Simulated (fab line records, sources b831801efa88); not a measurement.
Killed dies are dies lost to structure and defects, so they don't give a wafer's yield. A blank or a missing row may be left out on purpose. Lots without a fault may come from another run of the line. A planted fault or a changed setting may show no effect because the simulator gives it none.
A struck lot beside a sound one | flow sky130 | 15 steps out of a route of 708
Sound: wafers L515.1, L515.2, L515.4. Struck: wafer L529.2. (L529.3, L529.4 of the same lot were not struck and are left out.) The cause comes at the end.
At each step with rows: each side's tool, then ch and its chambers, then its first start. Under that, the readings that differ: sound wafers | struck wafers | difference of the means | sigmas: that difference in standard deviations of wafers without a fault.
alike: readings whose means differ by less than 2 such deviations, and words and numbers that are the same on both sides. not compared: withheld readings, readings that some wafer has no value for, bounds like >300 that may hide the same value, and numbers for which the record gives no deviation and whose values overlap.
The two part at a step that has a row with sigmas, a row that says differs or no value, or rows on one side only. Numbers that don't overlap but have no deviation are shown without sigmas and don't part them. A reading that every wafer of one side lacks parts them only if that side has two wafers or more.

SKY_METAL4_METAL_ETCH_18: etches the open film in Cl2/BCl3, stops on SiO2, target depth 845 nm, time 183.1 s.
  sound on rie_metal-03 ch 0,1, day 43 01:56; struck on rie_metal-01 ch 0, day 46 17:22
  reading                | sound                | struck | difference | sigmas
  throttle_valve_pct (%) | 22.275 22.277 22.275 | 22.257 | -0.019     | -2
  alike: chamber_pressure_mTorr, drypump_motor_current_A, oes_product_au
  not compared: rf_hours_counter_h
SKY_METAL4_STRIP_19: strips in O2/N2.
  sound on plasma_asher-03 ch 0,1, day 43 02:07; struck on plasma_asher-01 ch 0, day 46 17:32
  alike: chamber_pressure_mTorr, drypump_motor_current_A, oes_product_au, strip_time_to_endpoint_s
  not compared: rf_hours_counter_h
then, 4 steps without rows for these wafers: SKY_METAL4_STRIP_20 (strips in post etch residue remover, time 1200 s); SKY_METAL4_CLEAN_21 (cleans in IPA, time 180 s); SKY_METAL4_CLEAN_22 (cleans in O3/DIW); SKY_VIA4_HDPCVD_00 (deposits SiO2, target thk 1750 nm, time 291.7 s).
SKY_VIA4_THK_MEAS_01:
  sound on film_metro-02, day 43 03:19; struck on film_metro-04, day 46 18:19
  alike: VIA4_HDPCVD_THK
SKY_VIA4_CMP_02: polishes SiO2.
  sound on cmp-02 ch 1,2,3, day 43 03:23; struck on cmp-02 ch 0, day 46 18:25
  alike: motor_current_A
SKY_VIA4_BOW_MEAS_03:
  sound on film_metro-01, day 43 03:41; struck on film_metro-02, day 46 18:41
  alike: VIA4_BOW
then, 3 steps without rows for these wafers: SKY_VIA4_DEHYDRATE_04 (time 60 s); SKY_VIA4_HMDS_05 (prime time 60 s); SKY_VIA4_COAT_06 (resist thk 1140 nm).
SKY_VIA4_SOFTBAKE_07: time 60 s.
  sound on litho_track-03 ch 0, day 43 14:27; struck on litho_track-01 ch 0, day 47 04:22
  reading          | sound             | struck | difference | sigmas
  run_length_s (s) | 89.45 89.40 89.20 | 106.92 | +17.57     | +99 or more
then, 1 step without rows for these wafers: SKY_VIA4_EXPOSE_08 (exposes mask VIM4, target cd 800 nm).
-- the record jumps here: 3 days lie between the struck wafers' starts before and after (it left off in module VIA4 and takes up again in module PAD_OPEN, whose first step shown is number 708 of the route) --
SKY_PAD_OPEN_PROBE_99:
  sound on prober-02, day 47 02:22; struck on prober-02, day 50 01:41
  alike: defect_limited_yield, killed_at_M0_to_M3, killed_at_M4_up, killed_at_contacts, killed_at_front_end, killed_at_other, killed_dies, killed_open, killed_short, sort_bin_3_pad_short, sort_bin_5_function, sort_bin_6_memory, sort_n_pass, sort_yield_pct

WHERE THEY PART
First at SKY_METAL4_METAL_ETCH_18; last, within this record, at SKY_VIA4_SOFTBAKE_07. Later steps at which nothing parts them and some readings are alike: SKY_PAD_OPEN_PROBE_99.

WHY: what the simulator had put in
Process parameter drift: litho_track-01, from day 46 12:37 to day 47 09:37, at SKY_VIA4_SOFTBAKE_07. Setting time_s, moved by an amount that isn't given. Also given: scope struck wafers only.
